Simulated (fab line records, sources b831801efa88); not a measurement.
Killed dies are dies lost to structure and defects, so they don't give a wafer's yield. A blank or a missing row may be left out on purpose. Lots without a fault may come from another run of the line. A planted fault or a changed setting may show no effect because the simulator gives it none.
A struck lot beside a sound one | flow gf180mcu | 19 steps out of a route of 602
Sound: wafers L804.3, L804.5, L804.6. Struck: wafer L809.3. (L809.2, L809.4 of the same lot were not struck and are left out.) The cause comes at the end.
At each step with rows: each side's tool, then ch and its chambers, then its first start. Under that, the readings that differ: sound wafers | struck wafers | difference of the means | sigmas: that difference in standard deviations of wafers without a fault.
alike: readings whose means differ by less than 2 such deviations, and words and numbers that are the same on both sides. not compared: withheld readings, readings that some wafer has no value for, bounds like >300 that may hide the same value, and numbers for which the record gives no deviation and whose values overlap.
The two part at a step that has a row with sigmas, a row that says differs or no value, or rows on one side only. Numbers that don't overlap but have no deviation are shown without sigmas and don't part them. A reading that every wafer of one side lacks parts them only if that side has two wafers or more.

first, 2 steps without rows for these wafers: GF_M5_CLEAN_13 (cleans in DIW); GF_V5_CVD_00 (deposits SiO2, target thk 300 nm, time 50 s).
GF_V5_THK_MEAS_01:
  sound on film_metro-04, day 27 09:51; struck on film_metro-03, day 28 15:35
  alike: V5_CVD_00_THK
GF_V5_CVD_02: deposits SiO2 from TEOS, target thk 1450 nm, time 163.28 s.
  sound on pecvd-02 ch 1,2, day 27 09:53; struck on pecvd-01 ch 0, day 28 15:38
  alike: heater_power_w
GF_V5_THK_MEAS_03:
  sound on film_metro-02, day 27 10:01; struck on film_metro-04, day 28 15:46
  reading            | sound          | struck | difference | sigmas
  V5_CVD_02_THK (nm) | 1457 1482 1484 | 1441   | -33        | -2
GF_V5_CMP_04: polishes SiO2.
  sound on cmp-01 ch 0,2,3, day 27 10:10; struck on cmp-02 ch 3, day 28 15:49
  reading          | sound             | struck | difference | sigmas
  platen_rpm (rpm) | 60.01 59.96 59.90 | 60.09  | +0.13      | +3
  alike: motor_current_A
GF_V5_BOW_MEAS_05:
  sound on film_metro-02, day 27 10:24; struck on film_metro-02, day 28 16:08
  alike: V5_BOW
then, 5 steps without rows for these wafers: GF_V5_DEHYDRATE_06 (time 60 s); GF_V5_HMDS_07 (prime time 60 s); GF_V5_COAT_08; GF_V5_COAT_09 (resist thk 1000 nm); GF_V5_SOFTBAKE_10 (time 60 s).
GF_V5_EXPOSE_11: exposes mask Via5, target cd 260 nm.
  sound on krf_scanner-02 ch 0, day 27 20:47; struck on krf_scanner-02 ch 0, day 29 01:55
  alike: mask
then, 2 steps without rows for these wafers: GF_V5_PEB_12 (peb time 90 s); GF_V5_DEVELOP_13 (develop time 60 s).
GF_V5_CD_MEAS_14: target cd 260 nm.
  sound on cd_sem-01, day 28 06:31; struck on cd_sem-01, day 29 10:42
  reading    | sound             | struck | difference | sigmas
  cd_nm (nm) | 257.2 256.8 256.3 | 262.7  | +5.9       | +4
GF_V5_OVL_MEAS_15:
  sound on overlay-01, day 28 06:37; struck on overlay-02, day 29 10:48
  alike: V5_OVL
GF_V5_ETCH_16: etches BARC in N2/H2.
  sound on rie_diel-04 ch 0,1,3, day 28 06:38; struck on rie_diel-04 ch 0, day 29 10:50
  reading             | sound           | struck | difference | sigmas
  model.V5.cd_nm (nm) | 257.2 256.7 257 | 263.3  | +6.3       |
  alike: drypump_motor_current_A, oes_product_au, throttle_valve_pct
GF_V5_ETCH_17: etches SiO2 in C4F8/O2/Ar, stops on TiN, target depth 855 nm.
  sound on rie_diel-04 ch 0,1,3; struck on rie_diel-04 ch 0
  alike: oes_product_au

WHERE THEY PART
First at GF_V5_THK_MEAS_03; last, within this record, at GF_V5_CD_MEAS_14. Later steps at which nothing parts them and some readings are alike: GF_V5_OVL_MEAS_15, GF_V5_ETCH_16, GF_V5_ETCH_17.

WHY: what the simulator had put in
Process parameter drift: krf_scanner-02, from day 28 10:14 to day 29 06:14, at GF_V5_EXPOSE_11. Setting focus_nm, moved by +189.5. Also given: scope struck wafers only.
